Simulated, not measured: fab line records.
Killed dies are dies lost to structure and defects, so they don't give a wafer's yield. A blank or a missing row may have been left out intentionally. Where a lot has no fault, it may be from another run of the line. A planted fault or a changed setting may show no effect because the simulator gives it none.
Which tool did it?	flow gf180mcu	at 1 step of a route of 602, 14 lots with 42 wafers sampled

WHAT EACH GAUGE READ, for each wafer
No reading from a measuring or inspecting step in the record can be judged against a usual standard deviation.

WHICH TOOL RAN EACH LOT (tool, then ch and the chambers of the sampled wafers, then the start)
lot	GF_TOP_METAL_EXPOSE_11
L870	iline stepper-01 ch 0, day 28 09:21
L872	iline stepper-02 ch 0, day 28 20:04
L875	iline stepper-01 ch 0, day 29 17:20
L876	iline stepper-02 ch 0, day 30 03:23
L877	iline stepper-01 ch 0, day 30 10:44
L879	iline stepper-02 ch 0, day 31 01:38
L880	iline stepper-02 ch 0, day 31 07:38
L881	iline stepper-01 ch 0, day 31 14:04
L882	iline stepper-01 ch 0, day 31 23:21
L887	iline stepper-02, day 33 05:59
L888	iline stepper-02, day 33 09:46
L890	iline stepper-01 ch 0, day 33 17:35
L891	iline stepper-02 ch 0, day 34 02:39
L885	iline stepper-01 ch 0, day 34 15:45
- GF_TOP_METAL_EXPOSE_11: exposes mask MetalTop, target cd 440 nm.

WHAT THE TOOLS THEMSELVES READ (means of the sampled wafers that have a number; where no wafer has one, the mark that the record gives instead)
GF_TOP_METAL_EXPOSE_11.
lot	tool	exposure dose mJ cm2	focus offset nm (nm)	reticle temp C (C)
L870	iline stepper-01	170.8	0.4	22.93
L872	iline stepper-02	169.6	0.0	22.99
L875	iline stepper-01	170.3	-0.1	22.99
L876	iline stepper-02	169.7	0.2	23.01
L877	iline stepper-01	170.7	0.1	23.03
L879	iline stepper-02	169.9	1.0	22.96
L880	iline stepper-02	169.7	-0.8	22.82
L881	iline stepper-01	170.6	0.4	23.00
L882	iline stepper-01	170.9	0.2	23.10
L887	iline stepper-02	-	-	-
L888	iline stepper-02	-	-	-
L890	iline stepper-01	170.5	0.6	22.98
L891	iline stepper-02	169.7	-0.1	23.18
L885	iline stepper-01	170.9	0.2	22.86

THE ANSWER, worked out from the rows above alone
Rule: the usual values come from the lots themselves. The widest of any qualifying gaps counts: lots, ordered by their means at a reading, are off when they make up no more than a third of the lots, leave a main group of 4 or more, and stand apart from it by 3 or more times the standard deviation of that group's means. A main group is skipped when, at the precision printed for the reading in the tables above, its means are all equal. Also off: a lot with no number at a reading for which 4 or more lots have one. All remaining lots with rows at the step are treated as sound. Order of review: gauges by route order, followed by the tools' own readings, for which a lot's mean as printed above is used. The first step at which some lot is off is used, and at that step the reading that is off furthest; a lot without a number counts as furthest.
Off at GF_TOP_METAL_EXPOSE_11 (exposure dose mJ cm2): L887, L888. Without a number there: L887, L888. Main group: mean 170.3, sd 0.5.
A tool fits if, at that step or a process step before it, it ran every lot that is off, and no sound lot after the first of them. None of those tried fits.

WHAT THE SIMULATOR HAD INSERTED
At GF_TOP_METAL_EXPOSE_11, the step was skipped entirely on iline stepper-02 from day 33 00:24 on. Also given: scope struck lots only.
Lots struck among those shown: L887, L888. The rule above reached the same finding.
